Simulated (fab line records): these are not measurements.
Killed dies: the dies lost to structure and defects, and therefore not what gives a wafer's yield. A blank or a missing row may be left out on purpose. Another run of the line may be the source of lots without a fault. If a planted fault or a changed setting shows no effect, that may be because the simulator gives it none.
8D (eight disciplines) problem report, filled in by code | flow sky130 | the parts of the form that need people (team, actions taken, sign-off) are left out

== 1. WHAT IS WRONG ==
SKY_METAL5_METAL_ETCH_15, oes product au: mean 0.813 a.u. over 1 wafer from 1 lot; wafers with no fault: 0.893 a.u., standard deviation 0.0052. That is -15 standard deviations from the usual mean.
The step: etches the open film in Cl2/BCl3, stops on SiO2, target depth 1260 nm, time 252 s.
Earliest sighting: wafer L340.1 on rie metal-03 at day 47 17:04. The record holds 39 wafers of 13 lots with a number at this step. Rule for "out" (also "out of limits"): further than 4 standard deviations from the usual mean. All remaining wafers that have a number are taken as sound.

== 2. WHAT IT IS AND WHAT IT IS NOT ==
question                    | is                | is not
which readings at this step | oes product au    | bcl3 flow sccm, drypump motor current A, mfc cl2 sccm, throttle valve pct
which lots                  | L340              | L323, L324, L326, L327, L328, L329, L330, L331, L342, L343, L344, L346
which wafers of those lots  | L340.1            | L340.5, L340.6
read on which tools         | rie metal-03      | rie metal-02, rie metal-04
when                        | from day 47 17:04 | up to then (26 sound wafers); but 12 sound wafers of L342, L343, L344, L346 came after

== 3. SUSPECTS, AND WHAT RULES EACH OUT ==
Counting: a tool at a process step up to the reading stays a suspect if it ran every lot that is out. Sound lots after the first of them don't rule it out here, since some wafers of a struck lot are sound.
- rie metal-03 at SKY_METAL5_METAL_ETCH_15 (etches the open film in Cl2/BCl3, stops on SiO2, target depth 1260 nm, time 252 s): kept. The lot that is out, L340, ran on it at day 47 17:04; the last sound lot it ran before that was L330, at day 45 12:30. Its own oes product au readings are out on those wafers.
Left after counting: rie metal-03 at SKY_METAL5_METAL_ETCH_15.

== 4. THE CAUSE (what the simulator had put in) ==
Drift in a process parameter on rie metal-03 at SKY_METAL5_METAL_ETCH_15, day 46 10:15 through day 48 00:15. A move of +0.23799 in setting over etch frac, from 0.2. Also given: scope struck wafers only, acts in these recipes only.
After counting, this tool was the only one left.

== 5. SEQUENCE OF EFFECTS, ordered by route ==
Rows list readings where the struck wafers' mean (over those with a number) sits beyond 3 standard deviations from the usual. Only readings whose record carries a usual standard deviation are examined. hours: median over the lots of the time between each lot's start at the first step of this table that gives one and its start at this step. sigmas: the change, counted in usual standard deviations.
hours | step                     | reading                  | usual      | on struck wafers | change | sigmas
0     | SKY_METAL5_METAL_ETCH_15 | oes product au           | 0.893 a.u. | 0.813            | -0.080 | -15
0     | SKY_METAL5_STRIP_16      | oes product au           | 0.710 a.u. | 0.693            | -0.017 | -3.8
0     | SKY_METAL5_STRIP_16      | strip time to endpoint s | 13.06 s    | 11.39            | -1.67  | -10
It contains these process steps:
- SKY_METAL5_METAL_ETCH_15: etches the open film in Cl2/BCl3, stops on SiO2, target depth 1260 nm, time 252 s.
- SKY_METAL5_STRIP_16: strips in O2/N2.

== 6. WHAT WOULD HAVE CAUGHT IT SOONER ==
31 hours passed between the start of the fault at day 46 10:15 and the first reading out of limits in this record, taken at day 47 17:04.
